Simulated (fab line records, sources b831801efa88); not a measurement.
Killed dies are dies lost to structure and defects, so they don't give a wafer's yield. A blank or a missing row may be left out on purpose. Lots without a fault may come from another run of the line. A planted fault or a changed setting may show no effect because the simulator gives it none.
fab line records | flow sky130
record lots=14 wafers=42 last_day=50
route steps=708 shown CONTACT@406
lots that met no fault: from a run of the same line without faults
start_h: hours from the record's first day to the start of the lot's first wafer shown | wait_h: hours since the lot's step before | " the same as in the row above | L1.1+2: a row that stands for several wafers | - no value, or no start given | * or withheld: withheld | < > ~ a bound
route shown NAME@n: a module of which the file shows steps, and the number in the route of the first | usual: mean/standard deviation of fault-free wafers | same: alike in all rows | chamber/n: place in a boat | sites: the reading at each site | _std_site: their standard deviation | _edge_site: outer sites' mean less inner sites' | radius_mm: how far each site lies from the wafer's centre | mask NAME#n: copy n | behind: the tool/chamber that last shaped the wafer | hold: why the lot was held/for how many hours/how that ended | device: the transistor (n, p or np) that didn't switch | end of line: the same wafers' tests at the end of the route | a step without rows: its recipe alone | killed: dies lost to structure and defects at the first sort, not the wafer's yield | map: a wafer's dies, x killed, . not, _ none there
set.NAME: the setting as run; set.NAME@STEP: as run at that earlier step | model.NAME: the simulator's own value behind a step, which no gauge read
steps of the route over a sample of lots; a table a step, a row a wafer
services: from which hour (start_h, from the record's first day; less than 0 if before it) a tool's chamber was out of use, for how many hours, and why
## steps
# step SKY_CONTACT_CVD_00
# recipe material=Si3N4 target_thk_nm=75 temp_c=400 time_s=withheld rf_w=450
# usual heater_power_w=702/140
# columns lot.wafer tool chamber start_h wait_h heater_power_w
L772.3 pecvd-02 2 706.56 0.0 551
L772.5 " 1 " " 844
L772.6 " 2 " " 548
L773.1 pecvd-04 1 724.45 0.0 618
L773.2 " 2 " " 794
L773.4 " 1 " " 633
L775.3 pecvd-02 1 739.24 0.0 844
L775.4 " 2 " " 586
L775.5 " 1 " " 864
L774.1 pecvd-01 1 742.42 0.0 562
L774.2 " 0 " " 538
L774.5 " 2 " " 682
L776.2 pecvd-02 0 750.74 0.0 986
L776.3 " 2 " " 545
L776.5 " 1 " " 794
L780.4 pecvd-04 2 775.68 0.0 648
L780.5 " 1 " " 711
L780.6 " 0 " " 594
L782.1 pecvd-04 1 796.93 0.0 658
L782.3 " 2 " " 694
L782.6 " 2 " " 688
L789.3 pecvd-01 0 838.37 0.0 568
L789.4 " 2 " " 646
L789.5 " 2 " " 659
L790.3 pecvd-02 2 852.73 0.0 521
L790.4 " 0 " " 903
L790.5 " 2 " " 543
L791.1 pecvd-01 2 854.30 0.0 667
L791.5 " 2 " " 686
L791.6 " 0 " " 611
L793.1 pecvd-01 0 866.90 0.0 522
L793.4 " 2 " " 732
L793.6 " 2 " " 731
L792.1 pecvd-02 1 868.11 0.0 802
L792.2 " 2 " " 588
L792.5 " 0 " " 958
L794.2 pecvd-04 2 878.64 0.0 719
L794.4 " 2 " " 708
L794.5 " 2 " " 734
L795.4 pecvd-02 0 885.66 0.0 905
L795.5 " 1 " " 710
L795.6 " 2 " " 584
# step SKY_CONTACT_THK_MEAS_01
# recipe reads=Si3N4_of_CONTACT_CVD_00
# usual CONTACT_CVD_00_THK=74.8/1.1
# columns lot.wafer tool chamber start_h wait_h CONTACT_CVD_00_THK[nm]
L772.3 film_metro-02 - 706.61 - 75.4
L772.5 " - " " 75.5
L772.6 " - " " 75.6
L773.1 film_metro-02 - 724.48 - 75.1
L773.2 " - " " 75.3
L773.4 " - " " 76.5
L775.3 film_metro-02 - 739.29 - 74.8
L775.4 " - " " 75.9
L775.5 " - " " 76.2
L774.1 film_metro-03 - 742.45 - 75.8
L774.2 " - " " 73.3
L774.5 " - " " 75.2
L776.2 film_metro-02 - 750.79 - 73.1
L776.3 " - " " 74.1
L776.5 " - " " 75.0
L780.4 film_metro-01 - 775.73 - 53.9
L780.5 " - " " 52.6
L780.6 " - " " 52.2
L782.1 film_metro-03 - 796.96 - 52.6
L782.3 " - " " 52.5
L782.6 " - " " 53.7
L789.3 film_metro-02 - 838.42 - 73.7
L789.4 " - " " 73.3
L789.5 " - " " 74.3
L790.3 film_metro-03 - 852.78 - 76.2
L790.4 " - " " 74.8
L790.5 " - " " 76.3
L791.1 film_metro-03 - 854.35 - 73.3
L791.5 " - " " 74.9
L791.6 " - " " 75.3
L793.1 film_metro-03 - 866.95 - 71.8
L793.4 " - " " 73.5
L793.6 " - " " 74.8
L792.1 film_metro-02 - 868.14 - 73.0
L792.2 " - " " 75.0
L792.5 " - " " 73.7
L794.2 film_metro-02 - 878.70 - 75.0
L794.4 " - " " 76.1
L794.5 " - " " 76.4
L795.4 film_metro-03 - 885.70 - 74.7
L795.5 " - " " 75.1
L795.6 " - " " 76.5
# step SKY_CONTACT_ETCH_18
# recipe target=Si3N4 chemistry=CHF3/O2 stop_on=TiN source_w=600 bias_w=200 pressure_mtorr=40 chf3_flow_sccm=50 O2_flow_sccm=5 time_s=39 target_depth_a=750
# usual drypump_motor_current_A=5.6/0.49 oes_product_au=0.852/0.0086 throttle_valve_pct=8.792/0.009
# columns lot.wafer tool chamber start_h wait_h drypump_motor_current_A oes_product_au rf_hours_counter_h throttle_valve_pct
L772.3 rie_diel-03 2 - - 5.3 0.861 6 8.797
L772.5 " 2 " " 5.3 0.855 - 8.771
L772.6 " 3 " " 5.5 0.858 - 8.790
L773.1 rie_diel-04 2 - - 5.7 0.850 17 8.803
L773.2 " 3 " " 6.4 0.862 11 8.787
L773.4 " 2 " " 5.7 0.864 - 8.795
L775.3 rie_diel-03 1 - - 6.0 0.857 11 8.800
L775.4 " 0 " " 4.6 0.863 10 8.784
L775.5 " 1 " " 6.0 0.863 - 8.806
L774.1 rie_diel-04 0 - - 6.4 0.858 10 8.792
L774.2 " 3 " " 6.3 0.845 11 8.793
L774.5 " 2 " " 5.7 0.843 - 8.769
L776.2 rie_diel-01 3 - - 5.8 0.839 37 8.799
L776.3 " 2 " " 5.2 0.849 14 8.800
L776.5 " 3 " " 5.8 0.856 - 8.801
L780.4 rie_diel-01 1 - - 5.6 0.719 - 8.765
L780.5 " 0 " " 5.5 0.717 - 8.767
L780.6 " 2 " " 5.2 0.711 - 8.765
L782.1 rie_diel-03 2 - - 5.3 0.712 9 8.748
L782.3 " 0 " " 4.6 0.707 12 8.751
L782.6 " 1 " " 6.0 0.726 - 8.756
L789.3 rie_diel-03 2 - - 5.3 0.853 10 8.773
L789.4 " 1 " " 6.0 0.848 - 8.784
L789.5 " 3 " " 5.5 0.848 - 8.788
L790.3 rie_diel-04 3 - - 6.3 0.860 - 8.806
L790.4 " 2 " " 5.7 0.851 - 8.801
L790.5 " 2 " " 5.7 0.860 - 8.794
L791.1 rie_diel-03 0 - - 4.7 0.834 13 8.787
L791.5 " 0 " " 4.6 0.853 - 8.800
L791.6 " 1 " " 6.0 0.858 - 8.779
L793.1 rie_diel-04 3 - - 6.3 0.827 17 8.792
L793.4 " 1 " " 4.8 0.844 - 8.792
L793.6 " 1 " " 4.8 0.854 - 8.793
L792.1 rie_diel-01 1 - - 5.6 0.839 8 8.786
L792.2 " 2 " " 5.2 0.849 19 8.789
L792.5 " 3 " " 5.8 0.853 - 8.794
L794.2 rie_diel-03 0 - - 4.6 0.862 14 8.797
L794.4 " 2 " " 5.3 0.869 11 8.802
L794.5 " 0 " " 4.6 0.864 - 8.799
L795.4 rie_diel-04 3 - - 6.3 0.857 18 8.807
L795.5 " 3 " " 6.3 0.846 - 8.803
L795.6 " 2 " " 5.7 0.862 - 8.796
## services
# columns tool chamber start_h hours kind
rie_diel-01 3 682.79 4.6 repair
pecvd-01 0 692.84 3.9 repair
pecvd-02 0 702.36 3.4 repair
rie_diel-01 3 709.03 5.8 repair
pecvd-02 - 718.48 0.9 repair
rie_diel-03 3 738.73 1.4 repair
rie_diel-03 0 741.85 9.8 repair
rie_diel-04 1 743.58 35.4 repair
rie_diel-04 - 743.75 0.3 repair
rie_diel-04 - 768.31 0.5 repair
pecvd-01 1 786.97 11.8 repair
pecvd-01 0 791.18 4.2 repair
rie_diel-04 2 798.92 8.9 repair
pecvd-01 - 819.37 0.7 repair
pecvd-04 - 823.23 1.3 repair
pecvd-02 2 824.32 8.6 repair
rie_diel-04 1 843.26 50.2 repair
pecvd-02 1 849.13 4.6 repair
rie_diel-03 0 863.99 7.5 repair
pecvd-04 0 875.45 21.3 repair
rie_diel-04 0 877.94 16.6 repair
rie_diel-03 2 878.40 2.6 repair
rie_diel-04 2 890.18 4.5 repair
rie_diel-03 0 909.05 11.0 repair
## key
first_sign step=SKY_CONTACT_THK_MEAS_01 reading=CONTACT_CVD_00_THK direction=down sigmas=19 usual=74.8 struck=52.9
effect step=SKY_CONTACT_ETCH_18 reading=oes_product_au direction=down sigmas=16 usual=0.852 struck=0.715
met_at SKY_CONTACT_CVD_00
struck_lots L780,L782
tester_left_out L780,L782
onset_between 724.45 775.68
fault kind=process_parameter_drift tool=pecvd-04 chamber=- onset_h=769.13 steps=SKY_CONTACT_CVD_00 channel=target_thk_nm offset=-22.589 shape=step end_h=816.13 acts_in=these_recipes_only stated=75
# tester_left_out: of these lots the tester's yield and bins aren't shown, on N5 and GAA mostly nor the transistor test; their killed dies are dies lost to structure and defects alone, not to doping, threshold or leakage, so they don't give the yield
